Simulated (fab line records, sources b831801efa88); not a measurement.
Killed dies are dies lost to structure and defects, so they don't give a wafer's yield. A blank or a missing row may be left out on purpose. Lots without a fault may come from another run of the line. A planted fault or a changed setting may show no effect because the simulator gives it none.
Tool commonality check | flow sky130 | 12 lots, 36 wafers sampled

WHY IT WAS OPENED
At SKY_NWELL_RS_MEAS_29 the reading NWELL_RS is flagged on 3 of 12 lots. Wafers without a fault read 624.6 ohm/sq, standard deviation 1.4.
Rule: a lot is flagged when every wafer of it that has a number lies more than 4 standard deviations from that mean, or none has a number. The other lots count as sound.

lot  | measured     | on            | NWELL_RS (ohm/sq), wafer by wafer | flag
L629 | day 5 09:47  | film_metro-03 | 624.0 623.5 622.3                 |
L630 | day 5 18:11  | film_metro-03 | 623.5 624.0 623.8                 |
L631 | day 6 01:09  | film_metro-01 | 621.6 625.4 623.5                 |
L632 | day 6 02:25  | film_metro-01 | 627.5 626.0 623.8                 |
L633 | day 6 06:32  | film_metro-01 | 623.0 625.2 623.8                 |
L634 | day 6 16:24  | film_metro-04 | 643.3 643.6 644.7                 | FLAGGED
L636 | day 7 02:56  | film_metro-03 | 640.6 641.2 640.9                 | FLAGGED
L637 | day 7 09:57  | film_metro-04 | 624.4 623.9 627.5                 |
L638 | day 7 16:16  | film_metro-03 | 641.8 644.3 644.0                 | FLAGGED
L644 | day 9 09:38  | film_metro-04 | 626.9 626.3 626.0                 |
L651 | day 11 10:56 | film_metro-04 | 624.4 624.8 624.2                 |
L652 | day 11 16:42 | film_metro-01 | 625.1 624.6 624.1                 |
The numbers of the flagged lots are 642.7 ohm/sq on average: +18.1 ohm/sq against the usual, or +13 standard deviations.

WHICH TOOL RAN EACH LOT
The record holds 2 process steps before the reading, out of a route of 708 steps. In each cell: the tool, then ch and the chambers that the sampled wafers went through, then the start.
lot  | flag    | SKY_FIELD_ISO_ETCH_14             | SKY_NWELL_IMPLANT_11
L629 |         | rie_diel-03 ch 0,1,3, day 2 04:39 | implanter-02 ch 0, day 4 15:32
L630 |         | rie_diel-03 ch 0,2, day 2 10:13   | implanter-02 ch 0, day 4 23:23
L631 |         | rie_diel-04 ch 0,1,2, day 2 14:46 | implanter-02 ch 0, day 5 04:44
L632 |         | rie_diel-01 ch 1,3, day 2 20:09   | implanter-01 ch 0, day 5 07:04
L633 |         | rie_diel-01 ch 0,3, day 3 00:39   | implanter-01 ch 0, day 5 11:08
L634 | FLAGGED | rie_diel-01 ch 0,1,2, day 3 08:28 | implanter-01 ch 0, day 5 20:52
L636 | FLAGGED | rie_diel-04 ch 0,1,2, day 3 17:49 | implanter-01 ch 0, day 6 06:56
L637 |         | rie_diel-03 ch 0,2,3, day 3 22:31 | implanter-04 ch 0, day 6 13:10
L638 | FLAGGED | rie_diel-03 ch 0,2, day 4 03:46   | implanter-01 ch 0, day 6 19:42
L644 |         | rie_diel-01 ch 2,3, day 5 16:12   | implanter-04 ch 0, day 8 10:37
L651 |         | rie_diel-04 ch 0,1,3, day 6 23:52 | implanter-04 ch 0, day 10 11:07
L652 |         | rie_diel-01 ch 0,1,3, day 7 03:49 | implanter-04 ch 0, day 10 16:14
What these steps do:
- SKY_FIELD_ISO_ETCH_14: etches BARC in N2/H2, stops on SiO2, time 45.9 s, target depth 60 nm.
- SKY_NWELL_IMPLANT_11
- SKY_NWELL_RS_MEAS_29: measures by four-point-probe.

FLAGGED OVER TOTAL, TOOL BY TOOL (the gauges that took the reading come last)
step                  | tool          | lots run | flagged | share of the flagged lots | sound lots run after its first flagged lot
SKY_FIELD_ISO_ETCH_14 | rie_diel-01   | 5        | 1       | some                      | 2 (L644,L652)
SKY_FIELD_ISO_ETCH_14 | rie_diel-03   | 4        | 1       | some                      | 0
SKY_FIELD_ISO_ETCH_14 | rie_diel-04   | 3        | 1       | some                      | 1 (L651)
SKY_NWELL_IMPLANT_11  | implanter-01  | 5        | 3       | all                       | 0
SKY_NWELL_IMPLANT_11  | implanter-02  | 3        | 0       | none                      | -
SKY_NWELL_IMPLANT_11  | implanter-04  | 4        | 0       | none                      | -
SKY_NWELL_RS_MEAS_29  | film_metro-01 | 4        | 0       | none                      | -
SKY_NWELL_RS_MEAS_29  | film_metro-03 | 4        | 2       | some                      | 0
SKY_NWELL_RS_MEAS_29  | film_metro-04 | 4        | 1       | some                      | 3 (L637,L644,L651)

WHAT THE TABLE ALLOWS
1 row of the table ran every flagged lot: implanter-01 at SKY_NWELL_IMPLANT_11.
- implanter-01 at SKY_NWELL_IMPLANT_11: 3 of its 5 lots flagged. Its last sound lot is L633 (day 5 11:08), its first flagged lot L634 (day 5 20:52): a fault that began between those two fits.
One tool is left: implanter-01 at SKY_NWELL_IMPLANT_11.

WHAT THE SIMULATOR HAD PUT IN
Process parameter drift: implanter-01, from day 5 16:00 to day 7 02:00, at SKY_NWELL_IMPLANT_11. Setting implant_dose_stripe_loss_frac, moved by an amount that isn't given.
Lots struck among those shown: L634, L636, L638. The rule above found the same.
